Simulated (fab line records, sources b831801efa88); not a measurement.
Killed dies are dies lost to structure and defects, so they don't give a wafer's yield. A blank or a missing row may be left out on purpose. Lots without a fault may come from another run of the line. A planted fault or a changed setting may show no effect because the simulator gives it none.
Problem report in the 8D (eight disciplines) form, filled by code | flow sky130 | the parts of the form that need people (team, actions taken, sign-off) are left out

1. THE PROBLEM
SD_N_TW at SKY_SD_N_TW_MEAS_12 reads a mean of 3452 on 6 wafers of 2 lots; wafers without a fault read 4019 with a standard deviation of 32. That is -18 standard deviations from the usual mean.
First seen on wafer L856.2, day 32 14:06, on film_metro-02. The record holds 30 wafers of 10 lots with a number at this step. Rule for "out", or "out of limits": more than 4 standard deviations from the usual mean. The other wafers with a number count as sound.

2. WHAT IT IS AND WHAT IT IS NOT
question                    | is                     | is not
which readings at this step | SD_N_TW                | -
which lots                  | L856, L861             | L849, L851, L852, L863, L868, L870, L871, L872
which wafers of those lots  | all that have a number | -
read on which gauges        | film_metro-02          | film_metro-03, film_metro-04
when                        | from day 32 14:06      | up to then (9 sound wafers); but 15 sound wafers of L863, L868, L870, L871, L872 came after

3. SUSPECTS, AND WHAT RULES EACH OUT
Counting: a tool at a process step up to the reading stays a suspect if it ran every lot that is out and no sound lot after the first of them.
- the gauge at SKY_SD_N_TW_MEAS_12: ruled out. All the wafers that are out were read on film_metro-02, but those of them that SKY_SD_N_IMPLANT_09 has rows for are out there too, on other tools.
- rie_diel-02 at SKY_SPACER_ETCHBACK_02 (etches Si3N4 in CH3F/O2, stops on SiO2, time 46.7 s, target depth 45 nm): ruled out as a lasting fault. Sound lots L868, L871 ran on it after its first lot that is out, L856 (day 27 22:02).
- implanter-03 at SKY_SD_N_IMPLANT_09: kept. It ran every lot that is out, first L856 (day 32 13:43), and no sound lot after that; its last sound lot up to then is L851 (day 29 16:38). Its own readings are out on those wafers: beam_on_s, dose_ions_cm2, end_station_pressure_torr, faraday_current_uA.
Left after counting: implanter-03 at SKY_SD_N_IMPLANT_09.

4. THE CAUSE (what the simulator had put in)
Process parameter drift: implanter-03, from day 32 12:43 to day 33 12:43, at SKY_SD_N_IMPLANT_09. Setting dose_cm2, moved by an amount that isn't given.
Counting left only this tool.

5. THE CHAIN OF EFFECTS, in route order
Each row: a reading whose mean over the struck wafers that have a number lies more than 3 standard deviations from the usual. Only readings for which the record gives a usual standard deviation are gone through. hours: the time from each lot's start at the first step in this table that gives one to its start at this step, as a median over the lots. sigmas: the change in usual standard deviations.
hours | step                | reading                   | usual        | on struck wafers | change     | sigmas
0     | SKY_SD_N_IMPLANT_09 | beam_on_s                 | 15.9 s       | 9.9              | -6.0       | -8.6
0     | SKY_SD_N_IMPLANT_09 | dose_ions_cm2             | 4.001e+15    | 5.507e+14        | -3.450e+15 | -99 or more
0     | SKY_SD_N_IMPLANT_09 | end_station_pressure_torr | 1.5e-05 Torr | 7.5e-06          | -7.5e-06   | -7.7
0     | SKY_SD_N_IMPLANT_09 | faraday_current_uA        | 13740        | 3103             | -10637     | -18
0     | SKY_SD_N_STRIP_11   | oes_product_au            | 0.526 a.u.   | 0.641            | +0.115     | +26
0     | SKY_SD_N_STRIP_11   | strip_time_to_endpoint_s  | 22.43 s      | 16.18            | -6.25      | -99 or more
0     | SKY_SD_N_TW_MEAS_12 | SD_N_TW                   | 4019         | 3452             | -567       | -18
1     | SKY_SD_N_RS_MEAS_16 | SD_N_RS                   | 68.46 ohm/sq | 155.39           | +86.93     | +99 or more
The process steps in it:
- SKY_SD_N_IMPLANT_09
- SKY_SD_N_STRIP_11: strips in O2/N2.
Later measuring or inspecting steps at which every struck wafer that the step has a row for has a number for every such reading, and none has moved that far: SKY_LI_CONTACT_CD_MEAS_12.

6. WHAT WOULD HAVE CAUGHT IT SOONER
In this record the first reading out of limits at a measuring or inspecting step was taken at day 32 14:06, 1 hour after the fault began at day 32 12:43.
The tool's own readings at SKY_SD_N_IMPLANT_09 were out on every struck wafer that the step has a row for (beam_on_s, dose_ions_cm2, end_station_pressure_torr, faraday_current_uA): an alarm limit on them would have fired on the first of those.
Of the lots that are out (2), L861 began SKY_SD_N_IMPLANT_09 on implanter-03 after day 32 14:06. A hold on the tool at that time would have spared it.
